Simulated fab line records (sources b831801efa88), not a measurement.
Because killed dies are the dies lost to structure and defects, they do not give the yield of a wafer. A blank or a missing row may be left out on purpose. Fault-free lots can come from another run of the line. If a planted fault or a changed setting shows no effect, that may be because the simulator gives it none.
fab line records    flow sky130    part 1 of 2: steps 1 to 27 of 36
[record] lots = 5  wafers = 15  last_day = 49
route steps=708 shown METAL1@446 VIA1@458
lots that met no fault: from a run of the same line without faults
start_h: hours from the record's first day to the start of the lot's first wafer shown    wait_h: hours elapsed since this lot's preceding step    " same as the row above    L1.1+2: several wafers, shown together as one row    - either no value or no given start    * or withheld: withheld    < > ~ a bound
route shown NAME@n: NAME is a module with steps in the file, n the number in the route of the first one    usual: mean/standard deviation taken from wafers without a fault    same: alike in all rows    chamber/n: place in a boat    sites: each site's reading    _std_site: standard deviation across them    _edge_site: inner sites' mean taken away from outer sites' mean    radius_mm: for every site, how far away it sits from the centre of the wafer    mask NAME#n: copy n    behind: the tool/chamber that last shaped the wafer    hold: the reason the lot was held/the length of the hold in hours/how it ended    device: which transistor (n, p or np) failed to switch    end of line: tests run on the same wafers once the route is complete    step lacking rows: just its recipe    killed: dies that structure and defects cost at the first sort, which is not the same as the wafer's yield    map: the dies of a wafer, with x for killed, . for not killed, _ for no die there
set.NAME: the setting the step ran with; set.NAME@STEP: the setting that earlier step ran with    model.NAME: the simulator's own value behind a step, which no gauge read
a table for each step, a row for each wafer; lots at some steps of the route
services: when a tool's chamber went out of use (start_h, in hours from the record's first day, below 0 if earlier), for how many hours, and the reason
[[steps]]
[step SKY_METAL1_EXPOSE_12]
[recipe] mask_id = MM1  na = 0.8  source_shape = annular  sigma_inner = 0.55  sigma_outer = 0.85  target_cd_nm = 140  dose_mj = 28
[usual] focus_offset_nm = 0.2/0.5  stage_vel_mm_s = 499.97/0.27
lot.wafer  tool            chamber  start_h  wait_h  mask   focus_offset_nm  stage_vel_mm_s
L075.1     krf_scanner-01  0        -        -       MM1#0  0.4              499.51
L075.5     "               0        "        "       MM1#0  -0.3             499.58
L075.6     "               0        "        "       MM1#0  0.0              499.76
L077.2     krf_scanner-01  0        -        -       MM1#0  -0.9             499.83
L077.5     "               0        "        "       MM1#0  -0.5             499.87
L077.6     "               0        "        "       MM1#0  -0.8             499.50
L076.2     krf_scanner-01  0        -        -       MM1#0  -0.3             499.91
L076.3     "               0        "        "       MM1#0  0.8              499.73
L076.5     "               0        "        "       MM1#0  0.3              500.23
L078.1     krf_scanner-02  0        -        -       MM1#0  0.5              500.05
L078.3     "               0        "        "       MM1#0  0.8              499.98
L078.4     "               0        "        "       MM1#0  0.4              500.03
L089.3     krf_scanner-02  0        -        -       MM1#0  0.5              500.21
L089.5     "               0        "        "       MM1#0  0.5              500.22
L089.6     "               0        "        "       MM1#0  0.2              500.29
[step SKY_METAL1_PEB_13]
[recipe] peb_temp_c = withheld  peb_time_s = withheld  resist = KrF-thick
lot.wafer   tool            chamber  start_h  wait_h
L075.1+5+6  litho_track-01  0        -        -
L077.2+5+6  litho_track-04  0        -        -
L076.2+3+5  litho_track-02  0        -        -
L078.1+3+4  litho_track-02  0        -        -
L089.3+5+6  litho_track-04  0        -        -
[step SKY_METAL1_DEVELOP_14]
[recipe] develop_time_s = 60  resist = KrF-thick  dev_temp_c = 21
lot.wafer   tool            chamber  start_h  wait_h
L075.1+5+6  litho_track-01  0        -        -
L077.2+5+6  litho_track-04  0        -        -
L076.2+3+5  litho_track-02  0        -        -
L078.1+3+4  litho_track-02  0        -        -
L089.3+5+6  litho_track-04  0        -        -
[step SKY_METAL1_CD_MEAS_15]
[recipe] target_cd_nm = 140
[usual] cd_nm = 140.0/1.4
lot.wafer  tool       chamber  start_h  wait_h  cd_nm
L075.1     cd_sem-02  -        801.67   -       142.2
L075.5     "          -        "        "       142.5
L075.6     "          -        "        "       142.0
L077.2     cd_sem-01  -        802.88   -       139.8
L077.5     "          -        "        "       140.5
L077.6     "          -        "        "       141.7
L076.2     cd_sem-01  -        805.28   -       140.6
L076.3     "          -        "        "       139.9
L076.5     "          -        "        "       141.9
L078.1     cd_sem-02  -        820.96   -       139.6
L078.3     "          -        "        "       142.1
L078.4     "          -        "        "       140.1
L089.3     cd_sem-01  -        892.40   -       138.6
L089.5     "          -        "        "       139.6
L089.6     "          -        "        "       139.1
[step SKY_METAL1_OVL_MEAS_16]
[usual] METAL1_OVL = -2/5.8
lot.wafer  tool        chamber  start_h  wait_h  METAL1_OVL[nm]
L075.1     overlay-02  -        801.79   0.1     0
L075.5     "           -        "        "       0
L075.6     "           -        "        "       -7
L077.2     overlay-01  -        802.99   0.1     -6
L077.5     "           -        "        "       5
L077.6     "           -        "        "       -2
L076.2     overlay-02  -        805.41   0.1     -11
L076.3     "           -        "        "       0
L076.5     "           -        "        "       -15
L078.1     overlay-02  -        821.08   0.1     -1
L078.3     "           -        "        "       -2
L078.4     "           -        "        "       -4
L089.3     overlay-01  -        892.50   0.1     7
L089.5     "           -        "        "       5
L089.6     "           -        "        "       0
[step SKY_METAL1_DESCUM_17]
[recipe] chemistry = O2  source_power_w = 150  bias_power_w = 0  pressure_mtorr = 10  temp_c = 40  time_s = 8
[usual] drypump_motor_current_A = 5.8/0.55  oes_product_au = 0.994/0.007
lot.wafer  tool          chamber  start_h  wait_h  drypump_motor_current_A  oes_product_au  rf_hours_counter_h
L075.1     rie_metal-02  1        801.82   0.0     6.0                      0.991           3
L075.5     "             0        "        "       5.1                      0.998           -
L075.6     "             1        "        "       6.0                      0.996           -
L077.2     rie_metal-03  0        803.02   0.0     6.4                      0.996           3
L077.5     "             1        "        "       5.2                      0.988           -
L077.6     "             0        "        "       6.4                      0.991           -
L076.2     rie_metal-02  1        805.44   0.0     6.0                      0.995           3
L076.3     "             0        "        "       5.1                      0.993           -
L076.5     "             1        "        "       6.0                      1.004           -
L078.1     rie_metal-04  1        821.11   0.0     5.4                      0.993           6
L078.3     "             1        "        "       5.4                      0.983           -
L078.4     "             0        "        "       6.5                      0.985           -
L089.3     rie_metal-04  0        892.53   0.0     6.6                      0.992           -
L089.5     "             1        "        "       5.4                      1.006           -
L089.6     "             0        "        "       6.6                      0.994           -
[step SKY_METAL1_ETCH_18]
[recipe] chemistry = N2/H2  target = BARC  ion_energy_ev = 200  bias_w = 100  pressure_mtorr = 30  n2_flow_sccm = 100  h2_flow_sccm = 200  icp_w = 500  stop_on = SiO2  time_s = 45.9  target_depth_a = 600
[usual] drypump_motor_current_A = 5.8/0.55  oes_product_au = 0.855/0.0047  throttle_valve_pct = 13.225/0.0096
lot.wafer  tool          chamber  start_h  wait_h  drypump_motor_current_A  oes_product_au  rf_hours_counter_h  throttle_valve_pct
L075.1     rie_metal-02  1        801.86   0.0     6.0                      0.845           3                   13.230
L075.5     "             0        "        "       5.1                      0.855           -                   13.207
L075.6     "             1        "        "       6.0                      0.856           -                   13.237
L077.2     rie_metal-03  0        803.05   0.0     6.4                      0.858           3                   13.229
L077.5     "             1        "        "       5.1                      0.852           -                   13.227
L077.6     "             0        "        "       6.5                      0.859           -                   13.235
L076.2     rie_metal-02  1        805.47   0.0     6.0                      0.852           3                   13.227
L076.3     "             0        "        "       5.1                      0.849           -                   13.212
L076.5     "             1        "        "       6.0                      0.863           -                   13.213
L078.1     rie_metal-04  1        821.15   0.0     5.4                      0.852           6                   13.234
L078.3     "             1        "        "       5.4                      0.861           -                   13.208
L078.4     "             0        "        "       6.6                      0.864           -                   13.226
L089.3     rie_metal-04  0        892.57   0.0     6.6                      0.853           -                   13.226
L089.5     "             1        "        "       5.4                      0.866           -                   13.236
L089.6     "             0        "        "       6.6                      0.858           -                   13.236
[step SKY_METAL1_METAL_ETCH_19]
[recipe] target_depth_a = 3600  stop_on = SiO2  over_etch_frac = 0.3  time_s = 78  chemistry = Cl2/BCl3  resist_sidewall_deg = 88  pressure_mtorr = 10  icp_w = 900  bias_w = 48.5  Cl2_flow_sccm = 60  bcl3_flow_sccm = 30
[usual] bcl3_flow_sccm = 30.01/0.077  drypump_motor_current_A = 5.8/0.54  oes_product_au = 0.856/0.0059  throttle_valve_pct = 22.265/0.009
lot.wafer  tool          chamber  start_h  wait_h  bcl3_flow_sccm  drypump_motor_current_A  oes_product_au  rf_hours_counter_h  throttle_valve_pct
L075.1     rie_metal-02  1        801.92   0.0     30.06           6.0                      0.845           3                   22.262
L075.5     "             0        "        "       29.93           5.1                      0.852           -                   22.255
L075.6     "             1        "        "       29.99           6.0                      0.858           -                   22.260
L077.2     rie_metal-03  0        803.11   0.0     30.08           6.5                      0.852           3                   22.251
L077.5     "             1        "        "       30.08           5.1                      0.849           -                   22.265
L077.6     "             0        "        "       30.02           6.4                      0.856           -                   22.261
L076.2     rie_metal-02  1        805.54   0.0     29.98           6.0                      0.848           3                   22.265
L076.3     "             0        "        "       29.97           5.1                      0.846           -                   22.254
L076.5     "             1        "        "       29.97           6.0                      0.848           -                   22.265
L078.1     rie_metal-04  1        821.24   0.1     29.99           5.4                      0.851           7                   22.254
L078.3     "             1        "        "       30.01           5.4                      0.849           -                   22.260
L078.4     "             0        "        "       30.02           6.6                      0.853           -                   22.267
L089.3     rie_metal-04  0        892.64   0.1     29.96           6.6                      0.851           -                   22.250
L089.5     "             1        "        "       30.13           5.4                      0.846           -                   22.261
L089.6     "             0        "        "       29.98           6.6                      0.847           -                   22.266
[step SKY_METAL1_STRIP_20]
[recipe] chemistry = O2/N2  power_w = 1400  pressure_mtorr = 1500  platen_temp_c = withheld  o2_flow_sccm = 3000  n2_flow_sccm = 300  overash_fraction = 0.5
[usual] drypump_motor_current_A = 5.8/0.55  oes_product_au = 0.344/0.0047  strip_time_to_endpoint_s = 2.720/0.027
lot.wafer  tool             chamber  start_h  wait_h  drypump_motor_current_A  oes_product_au  rf_hours_counter_h  strip_time_to_endpoint_s
L075.1     plasma_asher-03  0        802.01   0.1     6.2                      0.338           6                   2.724
L075.5     "                1        "        "       5.6                      0.336           -                   2.681
L075.6     "                0        "        "       6.2                      0.342           -                   2.715
L077.2     plasma_asher-01  1        803.20   0.1     4.9                      0.352           40                  2.776
L077.5     "                0        "        "       5.8                      0.350           -                   2.741
L077.6     "                1        "        "       4.9                      0.347           -                   2.800
L076.2     plasma_asher-01  1        805.63   0.1     4.9                      0.339           40                  2.722
L076.3     "                0        "        "       5.8                      0.334           -                   2.708
L076.5     "                0        "        "       5.8                      0.343           -                   2.719
L078.1     plasma_asher-02  1        821.36   0.1     5.7                      0.348           70                  2.704
L078.3     "                1        "        "       5.7                      0.341           -                   2.725
L078.4     "                0        "        "       6.6                      0.341           -                   2.781
L089.3     plasma_asher-01  0        892.74   0.1     5.8                      0.337           -                   2.707
L089.5     "                0        "        "       5.8                      0.343           -                   2.702
L089.6     "                1        "        "       4.9                      0.339           -                   2.698
[step SKY_METAL1_STRIP_21]
[recipe] chemistry = post_etch_residue_remover  time_s = 1200  temp_c = 72.5
[usual] bath_heat_duty_pct = 14.9/1.7
lot.wafer  tool          chamber  start_h  wait_h  bath_heat_duty_pct
L075.1     wet_bench-03  3        802.11   0.1     14.4
L075.5     "             3        "        "       12.9
L075.6     "             3        "        "       15.1
L077.2     wet_bench-01  2        803.30   0.1     12.2
L077.5     "             2        "        "       14.0
L077.6     "             2        "        "       13.2
L076.2     wet_bench-03  2        805.73   0.1     18.3
L076.3     "             2        "        "       17.9
L076.5     "             2        "        "       16.0
L078.1     wet_bench-04  2        821.46   0.1     19.1
L078.3     "             2        "        "       16.7
L078.4     "             2        "        "       16.3
L089.3     wet_bench-04  1        892.80   0.0     13.7
L089.5     "             1        "        "       12.8
L089.6     "             1        "        "       13.8
[step SKY_METAL1_CLEAN_22]
[recipe] chemistry = IPA  time_s = 180  temp_c = 25
[usual] bath_heat_duty_pct = 6.6/0.76
lot.wafer  tool          chamber  start_h  wait_h  bath_heat_duty_pct
L075.1     wet_bench-03  1        802.45   0.0     7.4
L075.5     "             1        "        "       7.0
L075.6     "             1        "        "       7.7
L077.2     wet_bench-03  0        803.65   0.0     6.4
L077.5     "             0        "        "       7.7
L077.6     "             0        "        "       7.3
L076.2     wet_bench-04  0        806.07   0.0     6.0
L076.3     "             0        "        "       6.8
L076.5     "             0        "        "       6.9
L078.1     wet_bench-03  2        821.80   0.0     7.4
L078.3     "             2        "        "       6.6
L078.4     "             2        "        "       7.7
L089.3     wet_bench-03  3        893.18   0.0     7.2
L089.5     "             3        "        "       6.3
L089.6     "             3        "        "       5.5
[step SKY_METAL1_CLEAN_23]
[recipe] chemistry = O3/DIW  dry = n2_spin
lot.wafer   tool          chamber  start_h  wait_h
L075.1+5+6  wet_bench-03  0        802.51   0.0
L077.2+5+6  wet_bench-01  0        803.70   0.0
L076.2+3+5  wet_bench-01  3        806.13   0.0
L078.1+3+4  wet_bench-01  3        821.86   0.0
L089.3+5+6  wet_bench-01  0        893.24   0.0
[step SKY_VIA1_HDPCVD_00]
[recipe] material = SiO2  target_thk_nm = 1030  sigma_open_frac = 0.3  time_s = 171.7  temp_c = 400  sih4_flow_sccm = 60  pressure_mtorr = 6
lot.wafer   tool       chamber  start_h  wait_h
L075.1+5+6  hdpcvd-01  1,1,2    802.60   0.0
L077.2+5+6  hdpcvd-01  2,0,1    803.80   0.0
L076.2+3+5  hdpcvd-02  1,2,2    806.22   0.0
L078.1+3+4  hdpcvd-02  0,2,0    821.96   0.0
L089.3+5+6  hdpcvd-02  1,0,1    893.33   0.0
[step SKY_VIA1_THK_MEAS_01]
[recipe] reads = SiO2_of_VIA1_HDPCVD_00
[usual] VIA1_HDPCVD_THK = 1031/11
lot.wafer  tool           chamber  start_h  wait_h  VIA1_HDPCVD_THK[nm]
L075.1     film_metro-01  -        802.71   0.1     1011
L075.5     "              -        "        "       1015
L075.6     "              -        "        "       1027
L077.2     film_metro-01  -        803.92   0.1     1035
L077.5     "              -        "        "       1034
L077.6     "              -        "        "       1016
L076.2     film_metro-01  -        806.34   0.1     1041
L076.3     "              -        "        "       1043
L076.5     "              -        "        "       1045
L078.1     film_metro-01  -        822.08   0.1     1045
L078.3     "              -        "        "       1015
L078.4     "              -        "        "       1029
L089.3     film_metro-01  -        893.46   0.1     1040
L089.5     "              -        "        "       1029
L089.6     "              -        "        "       1031
[step SKY_VIA1_CMP_02]
[recipe] material = SiO2  down_force_psi = 4  platen_rpm = 60  pad_velocity_m_s = 0.94248
[usual] motor_current_A = 12.0/1.5  platen_rpm = 60.00/0.04  retaining_ring_pressure_frac = 1.000/0.005
lot.wafer  tool    chamber  start_h  wait_h  motor_current_A  platen_rpm  retaining_ring_pressure_frac
L075.1     cmp-01  3        802.92   0.2     14.8             59.99       0.991
L075.5     "       0        "        "       10.3             59.99       0.998
L075.6     "       1        "        "       14.3             60.04       1.006
L077.2     cmp-01  0        804.02   0.1     10.3             59.98       0.992
L077.5     "       3        "        "       13.6             60.03       0.997
L077.6     "       0        "        "       9.7              60.00       1.000
L076.2     cmp-01  0        806.39   0.0     10.3             59.99       1.003
L076.3     "       1        "        "       13.7             60.01       0.993
L076.5     "       1        "        "       13.4             59.95       0.991
L078.1     cmp-02  0        822.14   0.1     11.2             60.04       1.002
L078.3     "       2        "        "       9.9              59.96       0.996
L078.4     "       3        "        "       12.0             60.07       0.996
L089.3     cmp-02  3        893.60   0.1     12.5             60.02       1.002
L089.6     "       1        "        "       11.0             59.97       1.002
L089.5     "       2        "        "       10.8             60.01       0.994
[step SKY_VIA1_BOW_MEAS_03]
[recipe] mode = bow
[usual] VIA1_BOW = 80/7.5
lot.wafer  tool           chamber  start_h  wait_h  VIA1_BOW[um]
L075.1     film_metro-02  -        803.07   0.1     82
L075.5     "              -        "        "       89
L075.6     "              -        "        "       84
L077.2     film_metro-01  -        804.29   0.2     63
L077.5     "              -        "        "       79
L077.6     "              -        "        "       84
L076.2     film_metro-02  -        806.71   0.3     91
L076.3     "              -        "        "       77
L076.5     "              -        "        "       85
L078.1     film_metro-02  -        822.44   0.2     87
L078.3     "              -        "        "       87
L078.4     "              -        "        "       74
L089.3     film_metro-01  -        893.84   0.2     80
L089.5     "              -        "        "       88
L089.6     "              -        "        "       80
[step SKY_VIA1_DEHYDRATE_04]
[recipe] temp_c = 200  time_s = 60
[usual] plate_temp_C = 200.01/0.16
lot.wafer  tool            chamber  start_h  wait_h  plate_temp_C
L075.1     litho_track-03  0        815.79   12.7    200.28
L075.5     "               0        "        "       200.24
L075.6     "               0        "        "       200.18
L077.2     litho_track-02  0        817.13   12.8    200.10
L077.5     "               0        "        "       200.03
L077.6     "               0        "        "       199.88
L076.2     litho_track-03  0        819.47   12.7    199.88
L076.3     "               0        "        "       199.96
L076.5     "               0        "        "       200.28
L078.1     litho_track-01  0        834.37   11.9    200.14
L078.3     "               0        "        "       200.05
L078.4     "               0        "        "       200.13
L089.3     litho_track-02  0        906.26   12.4    199.82
L089.5     "               0        "        "       199.89
L089.6     "               0        "        "       199.70
[step SKY_VIA1_HMDS_05]
[recipe] prime_time_s = 60  prime_temp_c = 120
lot.wafer   tool            chamber  start_h  wait_h
L075.1+5+6  litho_track-03  0        815.94   0.1
L077.2+5+6  litho_track-02  0        817.28   0.1
L076.2+3+5  litho_track-03  0        819.62   0.1
L078.1+3+4  litho_track-01  0        834.52   0.1
L089.3+5+6  litho_track-02  0        906.41   0.1
[step SKY_VIA1_COAT_06]
[recipe] resist = BARC  temp_c = withheld  time_s = withheld  spin_rpm = 3000  resist_thk_nm = 60
lot.wafer   tool            chamber  start_h  wait_h
L075.1+5+6  litho_track-03  0        816.09   0.1
L077.2+5+6  litho_track-02  0        817.43   0.1
L076.2+3+5  litho_track-03  0        819.77   0.1
L078.1+3+4  litho_track-01  0        834.67   0.1
L089.3+5+6  litho_track-02  0        906.56   0.1
[step SKY_VIA1_COAT_07]
[recipe] resist = KrF-thick  spin_rpm = 3000  resist_thk_nm = 450
lot.wafer   tool            chamber  start_h  wait_h
L075.1+5+6  litho_track-03  0        -        -
L077.2+5+6  litho_track-02  0        -        -
L076.2+3+5  litho_track-03  0        -        -
L078.1+3+4  litho_track-01  0        -        -
L089.3+5+6  litho_track-02  0        -        -
[step SKY_VIA1_SOFTBAKE_08]
[recipe] temp_c = 100  time_s = 90  resist = KrF-thick
[usual] plate_temp_C = 100.01/0.12
lot.wafer  tool            chamber  start_h  wait_h  plate_temp_C
L075.1     litho_track-03  0        -        -       100.10
L075.5     "               0        "        "       100.08
L075.6     "               0        "        "       100.03
L077.2     litho_track-02  0        -        -       99.95
L077.5     "               0        "        "       100.13
L077.6     "               0        "        "       100.16
L076.2     litho_track-03  0        -        -       99.82
L076.3     "               0        "        "       99.78
L076.5     "               0        "        "       99.80
L078.1     litho_track-01  0        -        -       99.82
L078.3     "               0        "        "       99.81
L078.4     "               0        "        "       99.91
L089.3     litho_track-02  0        -        -       100.03
L089.5     "               0        "        "       100.06
L089.6     "               0        "        "       99.89
[step SKY_VIA1_EXPOSE_09]
[recipe] mask_id = VIM  na = 0.8  source_shape = annular  sigma_inner = 0.55  sigma_outer = 0.85  target_cd_nm = 150  dose_mj = 38
[usual] focus_offset_nm = 0.0/0.5  stage_vel_mm_s = 500.02/0.27
lot.wafer  tool            chamber  start_h  wait_h  mask   focus_offset_nm  stage_vel_mm_s
L075.1     krf_scanner-02  0        -        -       VIM#0  0.1              500.28
L075.5     "               0        "        "       VIM#0  1.0              500.18
L075.6     "               0        "        "       VIM#0  0.9              499.96
L077.2     krf_scanner-02  0        -        -       VIM#0  0.3              500.17
L077.5     "               0        "        "       VIM#0  -0.1             500.16
L077.6     "               0        "        "       VIM#0  0.1              499.99
L076.2     krf_scanner-02  0        -        -       VIM#0  0.5              500.30
L076.3     "               0        "        "       VIM#0  0.1              500.75
L076.5     "               0        "        "       VIM#0  -0.4             500.34
L078.1     krf_scanner-01  0        -        -       VIM#0  0.5              500.03
L078.3     "               0        "        "       VIM#0  0.9              499.92
L078.4     "               0        "        "       VIM#0  0.3              500.21
L089.3     krf_scanner-01  0        -        -       VIM#0  -1.8             499.74
L089.5     "               0        "        "       VIM#0  -0.3             500.35
L089.6     "               0        "        "       VIM#0  -1.1             500.24
[step SKY_VIA1_PEB_10]
[recipe] peb_temp_c = withheld  peb_time_s = withheld  resist = KrF-thick
lot.wafer   tool            chamber  start_h  wait_h
L075.1+5+6  litho_track-02  0        -        -
L077.2+5+6  litho_track-02  0        -        -
L076.2+3+5  litho_track-02  0        -        -
L078.1+3+4  litho_track-02  0        -        -
L089.3+5+6  litho_track-03  0        -        -
[step SKY_VIA1_DEVELOP_11]
[recipe] develop_time_s = 60  resist = KrF-thick  dev_temp_c = 21
lot.wafer   tool            chamber  start_h  wait_h
L075.1+5+6  litho_track-02  0        -        -
L077.2+5+6  litho_track-02  0        -        -
L076.2+3+5  litho_track-02  0        -        -
L078.1+3+4  litho_track-02  0        -        -
L089.3+5+6  litho_track-03  0        -        -
[step SKY_VIA1_CD_MEAS_12]
[recipe] target_cd_nm = 150
[usual] cd_nm = 150.4/1.2
lot.wafer  tool       chamber  start_h  wait_h  cd_nm
L075.1     cd_sem-02  -        830.06   -       150.7
L075.5     "          -        "        "       150.3
L075.6     "          -        "        "       149.8
L077.2     cd_sem-02  -        830.78   -       150.3
L077.5     "          -        "        "       151.9
L077.6     "          -        "        "       150.5
L076.2     cd_sem-02  -        833.18   -       151.6
L076.3     "          -        "        "       149.9
L076.5     "          -        "        "       150.8
L078.1     cd_sem-01  -        848.26   -       153.1
L078.3     "          -        "        "       153.4
L078.4     "          -        "        "       150.5
L089.3     cd_sem-01  -        918.63   -       150.1
L089.5     "          -        "        "       148.6
L089.6     "          -        "        "       150.3
[step SKY_VIA1_OVL_MEAS_13]
[usual] VIA1_OVL = 2/5.8
lot.wafer  tool        chamber  start_h  wait_h  VIA1_OVL[nm]
L075.1     overlay-01  -        830.18   0.1     -1
L075.5     "           -        "        "       -3
L075.6     "           -        "        "       4
L077.2     overlay-02  -        830.88   0.1     2
L077.5     "           -        "        "       8
L077.6     "           -        "        "       2
L076.2     overlay-02  -        833.28   0.1     2
L076.3     "           -        "        "       11
L076.5     "           -        "        "       7
L078.1     overlay-02  -        848.38   0.1     -6
L078.3     "           -        "        "       -10
L078.4     "           -        "        "       -16
L089.3     overlay-02  -        918.73   0.1     -2
L089.5     "           -        "        "       -5
L089.6     "           -        "        "       -4
[step SKY_VIA1_ETCH_14]
[recipe] chemistry = N2/H2  target = BARC  ion_energy_ev = 200  source_w = 500  bias_w = 100  pressure_mtorr = 30  n2_flow_sccm = 100  h2_flow_sccm = 200  stop_on = SiO2  time_s = 45.9  target_depth_a = 600
[usual] drypump_motor_current_A = 5.7/0.37  oes_product_au = 0.855/0.005  throttle_valve_pct = 13.225/0.0082
lot.wafer  tool         chamber  start_h  wait_h  drypump_motor_current_A  oes_product_au  rf_hours_counter_h  throttle_valve_pct
L075.1     rie_diel-02  1        830.21   0.0     6.5                      0.857           11                  13.231
L075.5     "            0        "        "       5.4                      0.852           -                   13.219
L075.6     "            3        "        "       5.2                      0.851           -                   13.219
L077.2     rie_diel-01  0        830.91   0.0     5.4                      0.845           13                  13.220
L077.5     "            0        "        "       5.4                      0.852           -                   13.223
L077.6     "            1        "        "       6.2                      0.854           -                   13.220
L076.2     rie_diel-02  2        833.31   0.0     5.2                      0.853           16                  13.206
L076.3     "            1        "        "       6.5                      0.859           11                  13.228
L076.5     "            0        "        "       5.4                      0.850           -                   13.236
L078.1     rie_diel-01  2        848.41   0.0     6.0                      0.848           10                  13.233
L078.3     "            1        "        "       6.2                      0.845           24                  13.229
L078.4     "            0        "        "       5.4                      0.851           14                  13.222
L089.3     rie_diel-03  0        918.75   0.0     6.0                      0.857           2                   13.238
L089.5     "            3        "        "       5.8                      0.864           -                   13.220
L089.6     "            2        "        "       5.7                      0.861           -                   13.227
